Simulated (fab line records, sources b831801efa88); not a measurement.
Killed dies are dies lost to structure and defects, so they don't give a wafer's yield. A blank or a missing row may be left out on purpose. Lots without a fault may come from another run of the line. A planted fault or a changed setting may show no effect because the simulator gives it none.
Problem report in the 8D (eight disciplines) form, filled by code | flow sky130 | the parts of the form that need people (team, actions taken, sign-off) are left out

1. THE PROBLEM
beam_energy_keV at SKY_LDD_N_IMPLANT_13 reads a mean of 47.779 on 6 wafers of 2 lots; wafers without a fault read 49.997 with a standard deviation of 0.015. That is -99 or more standard deviations from the usual mean.
First seen on wafer L156.1, day 21 14:26, on implanter-04. The record holds 18 wafers of 6 lots with a number at this step. Rule for "out", or "out of limits": more than 4 standard deviations from the usual mean. The other wafers with a number count as sound.

2. WHAT IT IS AND WHAT IT IS NOT
question                    | is                     | is not
which readings at this step | beam_energy_keV        | -
which lots                  | L156, L159             | L147, L166, L167, L168
which wafers of those lots  | all that have a number | -
read on which tools         | implanter-04           | implanter-01, implanter-02
when                        | from day 21 14:26      | up to then (3 sound wafers); but 9 sound wafers of L166, L167, L168 came after

3. SUSPECTS, AND WHAT RULES EACH OUT
Counting: a tool at a process step up to the reading stays a suspect if it ran every lot that is out and no sound lot after the first of them.
- implanter-04 at SKY_LDD_N_IMPLANT_13: ruled out as a lasting fault. Sound lots L166 ran on it after its first lot that is out, L156 (day 21 14:26).
Left after counting: nothing in the record.

4. THE CAUSE (what the simulator had put in)
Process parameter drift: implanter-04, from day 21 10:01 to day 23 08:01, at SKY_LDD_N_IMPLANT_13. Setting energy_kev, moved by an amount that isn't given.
Counting ruled it out, wrongly.

5. THE CHAIN OF EFFECTS, in route order
Each row: a reading whose mean over the struck wafers that have a number lies more than 3 standard deviations from the usual. Only readings for which the record gives a usual standard deviation are gone through. hours: the time from each lot's start at the first step in this table that gives one to its start at this step, as a median over the lots. sigmas: the change in usual standard deviations.
hours | step                 | reading         | usual  | on struck wafers | change | sigmas
0     | SKY_LDD_N_IMPLANT_13 | beam_energy_keV | 49.997 | 47.779           | -2.218 | -99 or more
The process steps in it:
- SKY_LDD_N_IMPLANT_13

6. WHAT WOULD HAVE CAUGHT IT SOONER
In this record the first reading out of limits was taken at day 21 14:26, 4 hours after the fault began at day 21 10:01.
